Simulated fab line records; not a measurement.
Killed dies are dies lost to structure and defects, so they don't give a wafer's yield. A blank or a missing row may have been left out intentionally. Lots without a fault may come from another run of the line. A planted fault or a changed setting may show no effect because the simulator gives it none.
Split-lot study | flow sfq line | 23 wafers read from 5 lots, route of 325 steps

ON THE SPLIT
At SFQ_TRILAYER_I1_DEP_PECVD_045 (deposits SiO2 from SiH4/N2O, time 111.11 s, target thk 500 nm), the setting time s was moved away from the recipe's 111.11 s on 6 of the 23 wafers read, by -8.5% to -6.1%. All remaining wafers had this setting at the recipe value.

The split's own step is where the reading is taken.

THE READING
SiO2_of_TRILAYER_I1_DEP_PECVD_045.thk nm (the simulator's own value, which no gauge read), in nm, at SFQ_TRILAYER_I1_DEP_PECVD_045 (deposits SiO2 from SiH4/N2O, time 111.11 s, target thk 500 nm). The file gives no usual value for it. The 17 wafers here that ran the recipe average 500.6 nm, standard deviation 5.1 nm.

wafer  | tool, chamber at the split | time s as run, s | against the recipe | SiO2_of_TRILAYER_I1_DEP_PECVD_045.thk nm, nm | against lot-mates on the recipe
L076.1 | pecvd-02, 0                | 111.11           | recipe             | 491.3                                        | -
L076.2 | pecvd-02, 2                | 104.3            | -6.1%              | 465.8                                        | -29.4
L076.3 | pecvd-02, 1                | 104.3            | -6.1%              | 465.1                                        | -30.1
L076.4 | pecvd-02, 1                | 104.3            | -6.1%              | 463.3                                        | -31.9
L076.5 | pecvd-02, 2                | 111.11           | recipe             | 499.1                                        | -
L079.1 | pecvd-02, 2                | 101.7            | -8.5%              | 441.4                                        | -60.1
L079.2 | pecvd-02, 0                | 101.7            | -8.5%              | 447.6                                        | -53.8
L079.4 | pecvd-02, 0                | 111.11           | recipe             | 501.2                                        | -
L079.5 | pecvd-02, 2                | 101.7            | -8.5%              | 459.8                                        | -41.6
L079.6 | pecvd-02, 1                | 111.11           | recipe             | 501.7                                        | -
L080.1 | pecvd-03, 2                | 111.11           | recipe             | 501.4                                        | -
L080.2 | pecvd-03, 0                | 111.11           | recipe             | 503.1                                        | -
L080.3 | pecvd-03, 1                | 111.11           | recipe             | 500.2                                        | -
L080.4 | pecvd-03, 2                | 111.11           | recipe             | 512.3                                        | -
L080.6 | pecvd-03, 1                | 111.11           | recipe             | 509.8                                        | -
L083.1 | pecvd-01, 1                | 111.11           | recipe             | 491.8                                        | -
L083.5 | pecvd-01, 0                | 111.11           | recipe             | 500.5                                        | -
L083.6 | pecvd-01, 2                | 111.11           | recipe             | 496.9                                        | -
L085.2 | pecvd-02, 0                | 111.11           | recipe             | 496                                          | -
L085.3 | pecvd-02, 1                | 111.11           | recipe             | 499.5                                        | -
L085.4 | pecvd-02, 0                | 111.11           | recipe             | 500.1                                        | -
L085.5 | pecvd-02, 0                | 111.11           | recipe             | 503.1                                        | -
L085.6 | pecvd-02, 1                | 111.11           | recipe             | 501.5                                        | -

THE FIT
A straight line over all 23 wafers: SiO2_of_TRILAYER_I1_DEP_PECVD_045.thk nm changes by +5.96 nm for each +1% of time s; r = +0.97; the points scatter about the line by 5.4 nm.
The same after taking each lot's own level away (the mean of its wafers on the recipe; 23 wafers): +5.76 nm for each +1%; r = +0.97; scatter 4.8 nm.
The reading moves by 49 nm for the largest change in time s, on that fit.
Across the lots, their own levels run from 495.20 to 505.36 nm, a range of 2.0 times the standard deviation given above.
The two slopes are in agreement: the lot-to-lot level therefore moves the slope only a little.
Check: with one of the wafers moved furthest among these (-8.5%) left out of the fit, the line predicts -45.3 nm for it against its lot-mates. Against them it came out at -60.1 nm.

FURTHER SPLITS ON THESE WAFERS
Note: prior to the reading, these wafers also went through further splits. Each is held against what the fit with the lots' levels taken away leaves over:
other split on the same wafers               | wafers away from the commonest value | r with SiO2_of_TRILAYER_I1_DEP_PECVD_045.thk nm (lot level and that fit taken away)
SFQ_TRILAYER_M1_LITHO_COAT_044 resist thk nm | 11                                   | +0.08

THE WHOLE CHAIN: every reading that the file lists as answering this split, in the file's order
step                          | what it does                                                  | reading                                                                                   | change (the file's fit)              | r (the file's)
SFQ_TRILAYER_I1_DEP_PECVD_045 | deposits SiO2 from SiH4/N2O, time 111.11 s, target thk 500 nm | SiO2_of_TRILAYER_I1_DEP_PECVD_045.thk nm (the simulator's own value, which no gauge read) | +5.73 nm for each +1% of the setting | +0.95
SFQ_TRILAYER_I1_CMP_CMP_046   | polishes SiO2                                                 | time to endpoint s                                                                        | withheld for each +1% of the setting | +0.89

THE FILE'S OWN FIT
SiO2_of_TRILAYER_I1_DEP_PECVD_045.thk nm changes by +5.73 nm for each +1% of time s, r = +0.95.
